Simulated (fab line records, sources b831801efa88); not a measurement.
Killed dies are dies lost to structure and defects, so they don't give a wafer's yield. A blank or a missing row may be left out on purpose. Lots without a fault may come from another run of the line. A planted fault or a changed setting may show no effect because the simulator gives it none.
fab line records | flow sky130
record lots=5 wafers=15 last_day=50
route steps=708 shown LDD_LDN@292 SPACER@304 POLY_CUT@307 SD_P@320 RES_XHIGH@332
lots that met no fault: from a run of the same line without faults
start_h: hours from the record's first day to the start of the lot's first wafer shown | wait_h: hours since the lot's step before | " the same as in the row above | L1.1+2: a row that stands for several wafers | - no value, or no start given | * or withheld: withheld | < > ~ a bound
route shown NAME@n: a module of which the file shows steps, and the number in the route of the first | usual: mean/standard deviation of fault-free wafers | same: alike in all rows | chamber/n: place in a boat | sites: the reading at each site | _std_site: their standard deviation | _edge_site: outer sites' mean less inner sites' | radius_mm: how far each site lies from the wafer's centre | mask NAME#n: copy n | behind: the tool/chamber that last shaped the wafer | hold: why the lot was held/for how many hours/how that ended | device: the transistor (n, p or np) that didn't switch | end of line: the same wafers' tests at the end of the route | a step without rows: its recipe alone | killed: dies lost to structure and defects at the first sort, not the wafer's yield | map: a wafer's dies, x killed, . not, _ none there
set.NAME: the setting as run; set.NAME@STEP: as run at that earlier step | model.NAME: the simulator's own value behind a step, which no gauge read
lots at some steps of the route; a table a step, a row a wafer
services: from which hour (start_h, from the record's first day; less than 0 if before it) a tool's chamber was out of use, for how many hours, and why
## steps
# step SKY_LDD_LDN_SOFTBAKE_03
# recipe temp_c=90 time_s=60 resist=NOVOLAK
# columns lot.wafer tool chamber start_h wait_h
L077.1+4+5 litho_track-02 0 545.83 0.1
L086.1+3+4 litho_track-04 0 632.71 0.1
L088.1+2+6 litho_track-02 0 636.73 0.1
L093.3+5+6 litho_track-04 0 670.01 0.1
L096.1+3+6 litho_track-01 0 695.16 0.1
# step SKY_LDD_LDN_EXPOSE_04
# recipe mask_id=LDNTM na=0.6 source_shape=conventional sigma_outer=0.6 polarization=unpolarized target_cd_nm=700 dose_mj=140
# same sigma_outer=0.6
# columns lot.wafer tool chamber start_h wait_h mask
L077.1+4+5 iline_stepper-01 0 - - LDNTM#0
L086.1+3+4 iline_stepper-01 0 - - LDNTM#0
L088.1+2+6 iline_stepper-01 0 - - LDNTM#0
L093.3+5+6 iline_stepper-02 0 - - LDNTM#0
L096.1+3+6 iline_stepper-01 0 - - LDNTM#0
# step SKY_LDD_LDN_PEB_05
# recipe temp_c=withheld time_s=* resist=NOVOLAK
# columns lot.wafer tool chamber start_h wait_h
L077.1+4+5 litho_track-04 0 - -
L086.1+3+4 litho_track-04 0 - -
L088.1+2+6 litho_track-02 0 - -
L093.3+5+6 litho_track-01 0 - -
L096.1+3+6 litho_track-02 0 - -
# step SKY_LDD_LDN_DEVELOP_06
# recipe resist=NOVOLAK developer=TMAH develop_time_s=60 dev_temp_c=23
# columns lot.wafer tool chamber start_h wait_h
L077.1+4+5 litho_track-04 0 561.21 0.1
L086.1+3+4 litho_track-04 0 646.41 0.1
L088.1+2+6 litho_track-02 0 650.18 0.1
L093.3+5+6 litho_track-01 0 683.76 0.1
L096.1+3+6 litho_track-02 0 708.08 0.1
# step SKY_LDD_LDN_OVL_MEAS_07
# usual LDD_LDN_OVL=-1.1/1.3
# columns lot.wafer tool chamber start_h wait_h LDD_LDN_OVL[nm]
L077.1 overlay-02 - 561.36 0.1 -1.2
L077.4 " - " " -1.5
L077.5 " - " " -1.4
L086.1 overlay-01 - 646.56 0.1 0.1
L086.3 " - " " -1.6
L086.4 " - " " -2.0
L088.1 overlay-02 - 650.33 0.1 -0.8
L088.2 " - " " -1.5
L088.6 " - " " -0.9
L093.3 overlay-01 - 683.87 0.1 -2.3
L093.5 " - " " -0.3
L093.6 " - " " -2.2
L096.1 overlay-02 - 708.23 0.1 -2.1
L096.3 " - " " -1.4
L096.6 " - " " -1.1
# step SKY_LDD_LDN_IMPLANT_08
# recipe species=As energy_kev=15 dose_cm2=1.25e+13 tilt_deg=withheld rotation_deg=23
# columns lot.wafer tool chamber start_h wait_h
L077.1+4+5 implanter-02 0 561.39 0.0
L086.1+3+4 implanter-03 0 646.59 0.0
L088.1+2+6 implanter-03 0 650.37 0.0
L093.3+5+6 implanter-03 0 683.94 0.1
L096.1+3+6 implanter-01 0 708.27 0.0
# step SKY_LDD_LDN_IMPLANT_09
# recipe species=As energy_kev=15 dose_cm2=1.25e+13 tilt_deg=withheld rotation_deg=113
# columns lot.wafer tool chamber start_h wait_h
L077.1+4+5 implanter-02 0 561.54 0.1
L086.1+3+4 implanter-03 0 646.74 0.1
L088.1+2+6 implanter-03 0 650.52 0.1
L093.3+5+6 implanter-03 0 684.09 0.1
L096.1+3+6 implanter-01 0 708.42 0.1
# step SKY_LDD_LDN_IMPLANT_10
# recipe species=As energy_kev=15 dose_cm2=1.25e+13 tilt_deg=withheld rotation_deg=203
# columns lot.wafer tool chamber start_h wait_h
L077.1+4+5 implanter-02 0 561.69 0.1
L086.1+3+4 implanter-03 0 646.89 0.1
L088.1+2+6 implanter-03 0 650.67 0.1
L093.3+5+6 implanter-03 0 684.24 0.1
L096.1+3+6 implanter-01 0 708.57 0.1
# step SKY_LDD_LDN_IMPLANT_11
# recipe species=As energy_kev=15 dose_cm2=1.25e+13 tilt_deg=withheld rotation_deg=293
# columns lot.wafer tool chamber start_h wait_h
L077.1+4+5 implanter-02 0 561.84 0.1
L086.1+3+4 implanter-03 0 647.04 0.1
L088.1+2+6 implanter-03 0 650.82 0.1
L093.3+5+6 implanter-03 0 684.39 0.1
L096.1+3+6 implanter-01 0 708.72 0.1
# step SKY_LDD_LDN_STRIP_12
# recipe chemistry=O2/N2 power_w=1400 pressure_mtorr=1500 platen_temp_c=withheld o2_flow_sccm=3000 n2_flow_sccm=300 overash_fraction=0.5
# usual drypump_motor_current_A=5.8/0.43 oes_product_au=0.716/0.0044 strip_time_to_endpoint_s=14.18/0.037
# same overash_fraction=0.5
# columns lot.wafer tool chamber start_h wait_h drypump_motor_current_A oes_product_au rf_hours_counter_h strip_time_to_endpoint_s
L077.1 plasma_asher-01 1 561.99 0.1 5.1 0.715 47 14.20
L077.4 " 0 " " 6.2 0.715 - 14.22
L077.5 " 1 " " 5.1 0.710 - 14.24
L086.1 plasma_asher-03 1 647.19 0.1 6.2 0.722 99 14.10
L086.3 " 0 " " 5.4 0.719 - 14.12
L086.4 " 1 " " 6.1 0.726 - 14.11
L088.1 plasma_asher-02 0 650.97 0.1 5.5 0.716 81 14.18
L088.2 " 1 " " 6.2 0.721 81 14.19
L088.6 " 0 " " 5.5 0.716 - 14.22
L093.3 plasma_asher-02 0 684.53 0.1 5.6 0.716 - 14.20
L093.5 " 0 " " 5.6 0.712 - 14.16
L093.6 " 1 " " 6.3 0.719 - 14.20
L096.1 plasma_asher-02 0 708.87 0.1 5.6 0.714 87 14.18
L096.3 " 0 " " 5.6 0.719 - 14.26
L096.6 " 1 " " 6.2 0.711 - 14.19
# step SKY_LDD_LDN_TW_MEAS_13
# usual LDD_LDN_TW=1491/10
# columns lot.wafer tool chamber start_h wait_h LDD_LDN_TW
L077.1 film_metro-04 - 562.09 0.1 1476
L077.4 " - " " 1482
L077.5 " - " " 1482
L086.1 film_metro-04 - 647.29 0.1 1487
L086.3 " - " " 1483
L086.4 " - " " 1478
L088.1 film_metro-03 - 651.07 0.1 1502
L088.2 " - " " 1506
L088.6 " - " " 1502
L093.3 film_metro-02 - 684.61 0.1 1486
L093.5 " - " " 1480
L093.6 " - " " 1485
L096.1 film_metro-03 - 708.97 0.1 1505
L096.3 " - " " 1504
L096.6 " - " " 1505
# step SKY_LDD_LDN_CLEAN_14
# recipe chemistry=SC1/SC2 mix=1:4:20 temp_c=70 time_s=150 dry=n2_spin
# usual bath_guard_temp_C=69.9/0.4
# columns lot.wafer tool chamber start_h wait_h bath_guard_temp_C
L077.1 wet_bench-01 1 562.15 0.1 69.5
L077.4 " 1 " " 69.3
L077.5 " 1 " " 69.6
L086.1 wet_bench-01 2 647.35 0.1 69.8
L086.3 " 2 " " 69.6
L086.4 " 2 " " 69.6
L088.1 wet_bench-01 2 651.13 0.1 69.4
L088.2 " 2 " " 69.6
L088.6 " 2 " " 69.9
L093.3 wet_bench-02 0 684.65 0.0 69.4
L093.5 " 0 " " 69.6
L093.6 " 0 " " 69.7
L096.1 wet_bench-01 1 709.03 0.1 69.7
L096.3 " 1 " " 69.9
L096.6 " 1 " " 69.8
# step SKY_SPACER_CVD_00
# recipe material=Si3N4 precursor=DCS/NH3 target_thk_nm=43.1 temp_c=770 time_s=740 pressure_mtorr=250
# usual susceptor_temp_C=770.0/0.36 zone_power_bottom_pct=19.2/1
# columns lot.wafer tool chamber start_h wait_h susceptor_temp_C zone_power_bottom_pct
L077.1 lpcvd-02 1 563.02 0.8 770.0 20.3
L077.4 " 1 " " 769.7 19.9
L077.5 " 1 " " 769.7 20.3
L086.1 lpcvd-02 1 649.05 1.6 769.7 20.0
L086.3 " 1 " " 769.8 19.9
L086.4 " 1 " " 769.6 20.1
L088.1 lpcvd-02 0 651.61 0.4 770.7 18.0
L088.2 " 0 " " 770.6 17.8
L088.6 " 0 " " 770.7 17.7
L093.3 lpcvd-02 0 684.71 0.0 769.9 17.8
L093.5 " 0 " " 769.7 18.4
L093.6 " 0 " " 769.8 18.2
L096.1 lpcvd-02 1 710.36 1.3 770.0 20.0
L096.3 " 1 " " 769.7 20.4
L096.6 " 1 " " 770.2 20.4
# step SKY_SPACER_THK_MEAS_01
# recipe reads=Si3N4_of_SPACER_CVD_00
# usual SPACER_CVD_00_THK=43.0/0.44
# columns lot.wafer tool chamber start_h wait_h SPACER_CVD_00_THK[nm]
L077.1 film_metro-01 - 564.23 0.0 43.2
L077.4 " - " " 42.6
L077.5 " - " " 42.8
L086.1 film_metro-03 - 650.26 0.0 42.5
L086.3 " - " " 42.4
L086.4 " - " " 42.5
L088.1 film_metro-02 - 652.82 0.0 42.6
L088.2 " - " " 42.4
L088.6 " - " " 42.4
L093.3 film_metro-02 - 685.93 0.0 42.9
L093.5 " - " " 42.8
L093.6 " - " " 43.0
L096.1 film_metro-02 - 711.57 0.0 44.0
L096.3 " - " " 44.0
L096.6 " - " " 43.6
# step SKY_SPACER_ETCHBACK_02
# recipe chemistry=CH3F/O2 target=Si3N4 stop_on=SiO2 source_w=400 bias_w=80 pressure_mtorr=25 ch3f_flow_sccm=40 O2_flow_sccm=30 time_s=46.7 target_depth_a=450
# usual drypump_motor_current_A=5.8/0.33 oes_product_au=0.854/0.0066 throttle_valve_pct=10.563/0.0091
# columns lot.wafer tool chamber start_h wait_h drypump_motor_current_A oes_product_au rf_hours_counter_h throttle_valve_pct
L077.1 rie_diel-02 0 564.29 0.1 6.3 0.859 5 10.572
L077.4 " 2 " " 6.0 0.855 4 10.568
L077.5 " 3 " " 5.8 0.856 - 10.575
L086.1 rie_diel-04 0 650.32 0.1 5.7 0.840 3 10.559
L086.3 " 1 " " 5.5 0.844 11 10.560
L086.4 " 2 " " 5.8 0.845 8 10.558
L088.1 rie_diel-01 1 652.88 0.1 5.4 0.849 2 10.582
L088.2 " 2 " " 5.7 0.849 14 10.573
L088.6 " 0 " " 6.1 0.840 - 10.572
L093.3 rie_diel-02 0 686.00 0.1 6.3 0.857 - 10.570
L093.5 " 2 " " 6.0 0.846 - 10.559
L093.6 " 0 " " 6.3 0.852 - 10.566
L096.1 rie_diel-02 2 711.63 0.1 6.0 0.863 7 10.555
L096.3 " 1 " " 4.8 0.858 2 10.563
L096.6 " 1 " " 4.8 0.864 - 10.562
# step SKY_POLY_CUT_DEHYDRATE_00
# recipe temp_c=200 time_s=60
# columns lot.wafer tool chamber start_h wait_h
L077.1+4+5 litho_track-01 0 578.46 14.1
L086.1+3+4 litho_track-01 0 664.41 14.1
L088.1+2+6 litho_track-01 0 667.01 14.1
L093.3+5+6 litho_track-01 0 699.46 13.4
L096.1+3+6 litho_track-01 0 725.51 13.9
# step SKY_POLY_CUT_HMDS_01
# recipe prime_time_s=60 prime_temp_c=120
# columns lot.wafer tool chamber start_h wait_h
L077.1+4+5 litho_track-01 0 578.61 0.1
L086.1+3+4 litho_track-01 0 664.56 0.1
L088.1+2+6 litho_track-01 0 667.16 0.1
L093.3+5+6 litho_track-01 0 699.61 0.1
L096.1+3+6 litho_track-01 0 725.66 0.1
# step SKY_POLY_CUT_COAT_02
# recipe resist=BARC temp_c=withheld time_s=withheld spin_rpm=3000 resist_thk_nm=60
# usual dispense_pressure_kPa=50.9/2
# columns lot.wafer tool chamber start_h wait_h dispense_pressure_kPa
L077.1 litho_track-01 0 578.76 0.1 53.9
L077.4 " 0 " " 54.0
L077.5 " 0 " " 53.9
L086.1 litho_track-01 0 664.71 0.1 53.9
L086.3 " 0 " " 53.9
L086.4 " 0 " " 53.9
L088.1 litho_track-01 0 667.31 0.1 53.9
L088.2 " 0 " " 53.9
L088.6 " 0 " " 53.9
L093.3 litho_track-01 0 699.76 0.1 53.9
L093.5 " 0 " " 53.9
L093.6 " 0 " " 53.9
L096.1 litho_track-01 0 725.81 0.1 53.9
L096.3 " 0 " " 53.9
L096.6 " 0 " " 53.9
# step SKY_POLY_CUT_COAT_03
# recipe resist=KrF-thick spin_rpm=3000 resist_thk_nm=450
# same dispense_pressure_kPa=53.9
# columns lot.wafer tool chamber start_h wait_h
L077.1+4+5 litho_track-01 0 - -
L086.1+3+4 litho_track-01 0 - -
L088.1+2+6 litho_track-01 0 - -
L093.3+5+6 litho_track-01 0 - -
L096.1+3+6 litho_track-01 0 - -
# step SKY_POLY_CUT_SOFTBAKE_04
# recipe temp_c=100 time_s=90 resist=KrF-thick
# columns lot.wafer tool chamber start_h wait_h
L077.1+4+5 litho_track-01 0 - -
L086.1+3+4 litho_track-01 0 - -
L088.1+2+6 litho_track-01 0 - -
L093.3+5+6 litho_track-01 0 - -
L096.1+3+6 litho_track-01 0 - -
# step SKY_POLY_CUT_EXPOSE_05
# recipe mask_id=NPCM na=0.8 source_shape=annular sigma_inner=0.55 sigma_outer=0.85 target_cd_nm=270 dose_mj=32
# same sigma_outer=0.85
# columns lot.wafer tool chamber start_h wait_h mask
L077.1+4+5 krf_scanner-01 0 - - NPCM#0
L086.1+3+4 krf_scanner-02 0 - - NPCM#0
L088.1+2+6 krf_scanner-01 0 - - NPCM#0
L093.3+5+6 krf_scanner-02 0 - - NPCM#0
L096.1+3+6 krf_scanner-01 0 - - NPCM#0
# step SKY_POLY_CUT_PEB_06
# recipe peb_temp_c=withheld peb_time_s=withheld resist=KrF-thick
# columns lot.wafer tool chamber start_h wait_h
L077.1+4+5 litho_track-03 0 - -
L086.1+3+4 litho_track-03 0 - -
L088.1+2+6 litho_track-01 0 - -
L093.3+5+6 litho_track-03 0 - -
L096.1+3+6 litho_track-02 0 - -
# step SKY_POLY_CUT_DEVELOP_07
# recipe develop_time_s=60 resist=KrF-thick dev_temp_c=21
# columns lot.wafer tool chamber start_h wait_h
L077.1+4+5 litho_track-03 0 - -
L086.1+3+4 litho_track-03 0 - -
L088.1+2+6 litho_track-01 0 - -
L093.3+5+6 litho_track-03 0 - -
L096.1+3+6 litho_track-02 0 - -
# step SKY_POLY_CUT_CD_MEAS_08
# recipe target_cd_nm=270
# usual cd_nm=270.0/1.6
# columns lot.wafer tool chamber start_h wait_h cd_nm
L077.1 cd_sem-01 - 593.87 - 270.6
L077.4 " - " " 270.2
L077.5 " - " " 272.6
L086.1 cd_sem-02 - 678.32 - 270.4
L086.3 " - " " 270.5
L086.4 " - " " 269.1
L088.1 cd_sem-02 - 681.41 - 268.8
L088.2 " - " " 268.7
L088.6 " - " " 269.0
L093.3 cd_sem-02 - 713.81 - 269.1
L093.5 " - " " 267.4
L093.6 " - " " 269.6
L096.1 cd_sem-01 - 739.73 - 271.8
L096.3 " - " " 271.1
L096.6 " - " " 269.8
# step SKY_POLY_CUT_OVL_MEAS_09
# usual POLY_CUT_OVL=-9/7.5
# columns lot.wafer tool chamber start_h wait_h POLY_CUT_OVL[nm]
L077.1 overlay-02 - 593.99 0.1 -13
L077.4 " - " " -15
L077.5 " - " " -11
L086.1 overlay-02 - 678.44 0.1 -5
L086.3 " - " " 0
L086.4 " - " " -1
L088.1 overlay-01 - 681.53 0.1 -4
L088.2 " - " " -8
L088.6 " - " " -7
L093.3 overlay-01 - 713.90 0.1 -7
L093.5 " - " " -1
L093.6 " - " " -3
L096.1 overlay-02 - 739.85 0.1 -13
L096.3 " - " " -13
L096.6 " - " " 0
# step SKY_POLY_CUT_ETCH_10
# recipe chemistry=N2/H2 target=BARC ion_energy_ev=200 source_w=500 bias_w=100 pressure_mtorr=30 n2_flow_sccm=100 h2_flow_sccm=200 stop_on=SiO2 time_s=45.9 target_depth_a=600
# usual drypump_motor_current_A=5.79/0.25 h2_flow_sccm=200.0/0.53 oes_product_au=0.855/0.0047 throttle_valve_pct=13.225/0.0098
# columns lot.wafer tool chamber start_h wait_h drypump_motor_current_A h2_flow_sccm oes_product_au rf_hours_counter_h throttle_valve_pct
L077.1 rie_diel-04 1 594.02 0.0 5.50 200.4 0.853 10 13.250
L077.4 " 2 " " 5.79 199.6 0.852 7 13.227
L077.5 " 3 " " 5.97 199.7 0.852 - 13.215
L086.1 rie_diel-04 1 678.47 0.0 5.53 200.3 0.853 11 13.236
L086.3 " 2 " " 5.80 200.2 0.849 9 13.240
L086.4 " 0 " " 5.70 200.4 0.856 4 13.226
L088.1 rie_diel-01 0 681.56 0.0 6.11 199.9 0.853 20 13.251
L088.2 " 1 " " 5.44 199.6 0.849 2 13.199
L088.6 " 2 " " 5.66 200.2 0.850 - 13.242
L093.3 rie_diel-04 2 713.92 0.0 5.80 199.3 0.866 9 13.224
L093.5 " 0 " " 5.67 199.9 0.859 - 13.216
L093.6 " 3 " " 5.96 200.0 0.850 - 13.219
L096.1 rie_diel-01 3 739.89 0.0 6.01 200.4 0.869 3 13.220
L096.3 " 2 " " 5.69 200.0 0.855 16 13.226
L096.6 " 1 " " 5.43 200.1 0.861 - 13.216
# step SKY_POLY_CUT_ETCH_11
# recipe target=Si3N4 chemistry=CF4/CH2F2/Ar stop_on=poly-Si source_w=600 bias_w=150 pressure_mtorr=40 cf4_flow_sccm=40 ch2f2_flow_sccm=20 Ar_flow_sccm=150 time_s=42.5 target_depth_a=600
# usual drypump_motor_current_A=5.79/0.26 mfc_ar_sccm=150.0/0.46 oes_product_au=0.828/0.0065 throttle_valve_pct=14.996/0.0086
# columns lot.wafer tool chamber start_h wait_h drypump_motor_current_A mfc_ar_sccm oes_product_au rf_hours_counter_h throttle_valve_pct
L077.1 rie_diel-04 1 594.07 0.0 5.53 150.5 0.813 10 14.993
L077.4 " 2 " " 5.83 150.2 0.830 7 14.993
L077.5 " 3 " " 6.00 150.8 0.822 - 14.993
L086.1 rie_diel-04 1 678.52 0.0 5.53 150.7 0.836 11 14.988
L086.3 " 2 " " 5.83 149.4 0.826 9 14.994
L086.4 " 0 " " 5.69 150.0 0.823 4 14.988
L088.1 rie_diel-01 0 681.61 0.0 6.13 150.9 0.811 20 14.995
L088.2 " 1 " " 5.42 150.5 0.825 2 14.987
L088.6 " 2 " " 5.68 149.8 0.820 - 14.999
L093.3 rie_diel-04 2 713.97 0.0 5.79 149.6 0.830 9 14.993
L093.5 " 0 " " 5.69 150.5 0.825 - 15.003
L093.6 " 3 " " 5.98 150.1 0.836 - 14.993
L096.1 rie_diel-01 3 739.93 0.0 5.98 149.6 0.831 3 14.986
L096.3 " 2 " " 5.67 149.9 0.838 16 15.002
L096.6 " 1 " " 5.42 150.5 0.836 - 14.993
# step SKY_POLY_CUT_STRIP_12
# recipe chemistry=O2/N2 power_w=1400 pressure_mtorr=1500 platen_temp_c=withheld o2_flow_sccm=3000 n2_flow_sccm=300 overash_fraction=0.5
# usual drypump_motor_current_A=5.9/0.36 oes_product_au=0.452/0.0043 strip_time_to_endpoint_s=5.353/0.016
# same overash_fraction=0.5
# columns lot.wafer tool chamber start_h wait_h drypump_motor_current_A oes_product_au rf_hours_counter_h strip_time_to_endpoint_s
L077.1 plasma_asher-03 1 594.11 0.0 6.2 0.458 93 5.365
L077.4 " 1 " " 6.1 0.451 - 5.355
L077.5 " 1 " " 6.2 0.455 - 5.345
L086.1 plasma_asher-04 1 678.56 0.0 6.1 0.452 16 5.348
L086.3 " 1 " " 6.1 0.452 - 5.347
L086.4 " 0 " " 6.0 0.453 - 5.357
L088.1 plasma_asher-04 0 681.65 0.0 6.0 0.454 16 5.365
L088.2 " 1 " " 6.1 0.453 16 5.367
L088.6 " 1 " " 6.1 0.453 - 5.347
L093.3 plasma_asher-03 0 714.04 0.1 5.4 0.452 - 5.336
L093.5 " 1 " " 6.1 0.445 - 5.338
L093.6 " 0 " " 5.4 0.457 - 5.328
L096.1 plasma_asher-04 1 739.97 0.0 6.2 0.452 22 5.373
L096.3 " 1 " " 6.1 0.452 - 5.369
L096.6 " 0 " " 6.0 0.444 - 5.387
# step SKY_SD_P_DEHYDRATE_00
# recipe temp_c=200 time_s=60
# columns lot.wafer tool chamber start_h wait_h
L077.1+4+5 litho_track-03 0 607.37 13.2
L086.1+3+4 litho_track-02 0 692.78 14.2
L088.1+2+6 litho_track-02 0 695.83 14.2
L093.3+5+6 litho_track-04 0 727.61 13.5
L096.1+3+6 litho_track-04 0 753.71 13.7
# step SKY_SD_P_HMDS_01
# recipe prime_time_s=60 prime_temp_c=120
# columns lot.wafer tool chamber start_h wait_h
L077.1+4+5 litho_track-03 0 607.52 0.1
L086.1+3+4 litho_track-02 0 692.93 0.1
L088.1+2+6 litho_track-02 0 695.98 0.1
L093.3+5+6 litho_track-04 0 727.76 0.1
L096.1+3+6 litho_track-04 0 753.86 0.1
# step SKY_SD_P_COAT_02
# recipe resist=NOVOLAK spin_rpm=3000 resist_thk_nm=1140
# usual dispense_pressure_kPa=50.5/1.1
# columns lot.wafer tool chamber start_h wait_h dispense_pressure_kPa
L077.1 litho_track-03 0 607.67 0.1 49.2
L077.4 " 0 " " 49.2
L077.5 " 0 " " 49.2
L086.1 litho_track-02 0 693.08 0.1 50.4
L086.3 " 0 " " 50.4
L086.4 " 0 " " 50.4
L088.1 litho_track-02 0 696.13 0.1 50.4
L088.2 " 0 " " 50.4
L088.6 " 0 " " 50.4
L093.3 litho_track-04 0 727.91 0.1 51.8
L093.5 " 0 " " 51.8
L093.6 " 0 " " 51.8
L096.1 litho_track-04 0 754.01 0.1 51.8
L096.3 " 0 " " 51.8
L096.6 " 0 " " 51.8
# step SKY_SD_P_SOFTBAKE_03
# recipe temp_c=90 time_s=60 resist=NOVOLAK
# columns lot.wafer tool chamber start_h wait_h
L077.1+4+5 litho_track-03 0 607.82 0.1
L086.1+3+4 litho_track-02 0 693.23 0.1
L088.1+2+6 litho_track-02 0 696.28 0.1
L093.3+5+6 litho_track-04 0 728.06 0.1
L096.1+3+6 litho_track-04 0 754.16 0.1
# step SKY_SD_P_EXPOSE_04
# recipe mask_id=PSDM na=0.6 source_shape=conventional sigma_outer=0.6 polarization=unpolarized target_cd_nm=380 dose_mj=138
# same sigma_outer=0.6
# columns lot.wafer tool chamber start_h wait_h mask
L077.1+4+5 iline_stepper-01 0 - - PSDM#0
L086.1+3+4 iline_stepper-01 0 - - PSDM#0
L088.1+2+6 iline_stepper-02 0 - - PSDM#0
L093.3+5+6 iline_stepper-02 0 - - PSDM#0
L096.1+3+6 iline_stepper-02 0 - - PSDM#0
# step SKY_SD_P_PEB_05
# recipe temp_c=withheld time_s=* resist=NOVOLAK
# columns lot.wafer tool chamber start_h wait_h
L077.1+4+5 litho_track-04 0 - -
L086.1+3+4 litho_track-04 0 - -
L088.1+2+6 litho_track-03 0 - -
L093.3+5+6 litho_track-04 0 - -
L096.1+3+6 litho_track-04 0 - -
# step SKY_SD_P_DEVELOP_06
# recipe resist=NOVOLAK developer=TMAH develop_time_s=60 dev_temp_c=23
# columns lot.wafer tool chamber start_h wait_h
L077.1+4+5 litho_track-04 0 622.26 0.1
L086.1+3+4 litho_track-04 0 706.11 0.1
L088.1+2+6 litho_track-03 0 709.77 0.1
L093.3+5+6 litho_track-04 0 741.51 0.1
L096.1+3+6 litho_track-04 0 767.16 0.1
# step SKY_SD_P_CD_MEAS_07
# recipe target_cd_nm=380
# usual cd_nm=380.4/2.5
# columns lot.wafer tool chamber start_h wait_h cd_nm
L077.1 cd_sem-01 - 622.41 0.1 386.1
L077.4 " - " " 384.5
L077.5 " - " " 384.7
L086.1 cd_sem-01 - 706.26 0.1 377.6
L086.3 " - " " 375.8
L086.4 " - " " 379.0
L088.1 cd_sem-02 - 709.92 0.1 378.8
L088.2 " - " " 381.4
L088.6 " - " " 380.4
L093.3 cd_sem-01 - 741.65 0.1 381.1
L093.5 " - " " 381.6
L093.6 " - " " 382.2
L096.1 cd_sem-02 - 767.31 0.1 379.7
L096.3 " - " " 379.8
L096.6 " - " " 375.2
# step SKY_SD_P_OVL_MEAS_08
# usual SD_P_OVL=0.5/1.7
# columns lot.wafer tool chamber start_h wait_h SD_P_OVL[nm]
L077.1 overlay-02 - 622.53 0.1 1.2
L077.4 " - " " 2.5
L077.5 " - " " 1.5
L086.1 overlay-02 - 706.38 0.1 2.2
L086.3 " - " " 1.8
L086.4 " - " " 2.2
L088.1 overlay-02 - 710.04 0.1 1.3
L088.2 " - " " -1.2
L088.6 " - " " 1.4
L093.3 overlay-02 - 741.74 0.1 1.1
L093.5 " - " " -1.3
L093.6 " - " " -0.3
L096.1 overlay-02 - 767.43 0.1 1.7
L096.3 " - " " -0.1
L096.6 " - " " 0.7
# step SKY_SD_P_IMPLANT_09
# recipe species=BF2 energy_kev=20 dose_cm2=3e+15 tilt_deg=0
# usual tilt_deg=0.003/0.019
# columns lot.wafer tool chamber start_h wait_h tilt_deg
L077.1 implanter-03 0 622.56 0.0 -0.020
L077.4 " 0 " " -0.017
L077.5 " 0 " " -0.006
L086.1 implanter-01 0 706.41 0.0 0.002
L086.3 " 0 " " 0.013
L086.4 " 0 " " 0.038
L088.1 implanter-04 0 710.07 0.0 -0.045
L088.2 " 0 " " -0.011
L088.6 " 0 " " 0.004
L093.3 implanter-01 0 741.81 0.1 -0.018
L093.5 " 0 " " 0.006
L093.6 " 0 " " 0.037
L096.1 implanter-01 0 767.46 0.0 -0.020
L096.3 " 0 " " 0.010
L096.6 " 0 " " 0.024
# step SKY_SD_P_STRIP_10
# recipe chemistry=O2/N2 power_w=1400 pressure_mtorr=1500 platen_temp_c=withheld o2_flow_sccm=3000 n2_flow_sccm=300 overash_fraction=0.5
# usual drypump_motor_current_A=5.9/0.4 oes_product_au=0.617/0.0049 strip_time_to_endpoint_s=17.49/0.035
# same overash_fraction=0.5
# columns lot.wafer tool chamber start_h wait_h drypump_motor_current_A oes_product_au rf_hours_counter_h strip_time_to_endpoint_s
L077.1 plasma_asher-01 1 622.71 0.1 5.1 0.621 54 17.51
L077.4 " 1 " " 5.1 0.617 - 17.48
L077.5 " 1 " " 5.1 0.622 - 17.51
L086.1 plasma_asher-02 0 706.56 0.1 5.5 0.623 86 17.51
L086.3 " 1 " " 6.2 0.619 - 17.54
L086.4 " 0 " " 5.6 0.618 - 17.56
L088.1 plasma_asher-04 1 710.22 0.1 6.2 0.617 19 17.51
L088.2 " 0 " " 6.0 0.621 19 17.51
L088.6 " 0 " " 6.1 0.618 - 17.50
L093.3 plasma_asher-02 1 741.94 0.1 6.3 0.613 - 17.43
L093.5 " 0 " " 5.6 0.614 - 17.44
L093.6 " 1 " " 6.2 0.619 - 17.45
L096.1 plasma_asher-02 1 767.61 0.1 6.2 0.613 93 17.52
L096.3 " 0 " " 5.5 0.617 - 17.49
L096.6 " 1 " " 6.2 0.625 - 17.52
# step SKY_SD_P_TW_MEAS_11
# usual SD_P_TW=2812/22
# columns lot.wafer tool chamber start_h wait_h SD_P_TW
L077.1 film_metro-02 - 622.81 0.1 2828
L077.4 " - " " 2821
L077.5 " - " " 2834
L086.1 film_metro-02 - 706.66 0.1 2833
L086.3 " - " " 2813
L086.4 " - " " 2810
L088.1 film_metro-02 - 710.32 0.1 2819
L088.2 " - " " 2812
L088.6 " - " " 2816
L093.3 film_metro-04 - 742.03 0.1 2840
L093.5 " - " " 2836
L093.6 " - " " 2828
L096.1 film_metro-04 - 767.71 0.1 2834
L096.3 " - " " 2849
L096.6 " - " " 2830
# step SKY_RES_XHIGH_DEHYDRATE_00
# recipe temp_c=200 time_s=60
# columns lot.wafer tool chamber start_h wait_h
L077.1+4+5 litho_track-01 0 636.76 13.9
L086.1+3+4 litho_track-04 0 720.96 14.3
L088.1+2+6 litho_track-04 0 724.01 13.7
L093.3+5+6 litho_track-04 0 755.31 13.3
L096.1+3+6 litho_track-03 0 780.62 12.9
# step SKY_RES_XHIGH_HMDS_01
# recipe prime_time_s=60 prime_temp_c=120
# columns lot.wafer tool chamber start_h wait_h
L077.1+4+5 litho_track-01 0 636.91 0.1
L086.1+3+4 litho_track-04 0 721.11 0.1
L088.1+2+6 litho_track-04 0 724.16 0.1
L093.3+5+6 litho_track-04 0 755.46 0.1
L096.1+3+6 litho_track-03 0 780.77 0.1
## services
# columns tool chamber start_h hours kind
iline_stepper-01 - 531.01 2.1 pm
implanter-03 - 532.96 0.7 repair
iline_stepper-01 - 533.09 1.7 pm
rie_diel-04 3 542.20 3.2 repair
implanter-03 - 542.31 2.6 repair
rie_diel-04 1 544.11 29.0 repair
rie_diel-01 3 589.79 15.5 repair
rie_diel-01 1 606.37 4.0 repair
rie_diel-04 1 613.47 2.8 repair
implanter-01 - 617.27 1.0 repair
implanter-03 - 627.17 1.2 repair
implanter-03 - 635.74 8.0 repair
lpcvd-02 - 637.80 2.0 repair
rie_diel-01 3 643.17 10.5 repair
implanter-01 - 667.32 5.1 repair
plasma_asher-02 - 680.31 1.0 repair
plasma_asher-02 - 693.58 2.8 pm
rie_diel-01 0 699.52 3.4 repair
rie_diel-01 0 707.70 3.1 repair
implanter-03 - 722.31 1.9 repair
iline_stepper-01 - 751.11 1.7 pm
rie_diel-01 1 774.52 15.0 repair
implanter-03 - 777.15 1.9 repair
rie_diel-04 0 778.40 1.8 repair
## key
fault none
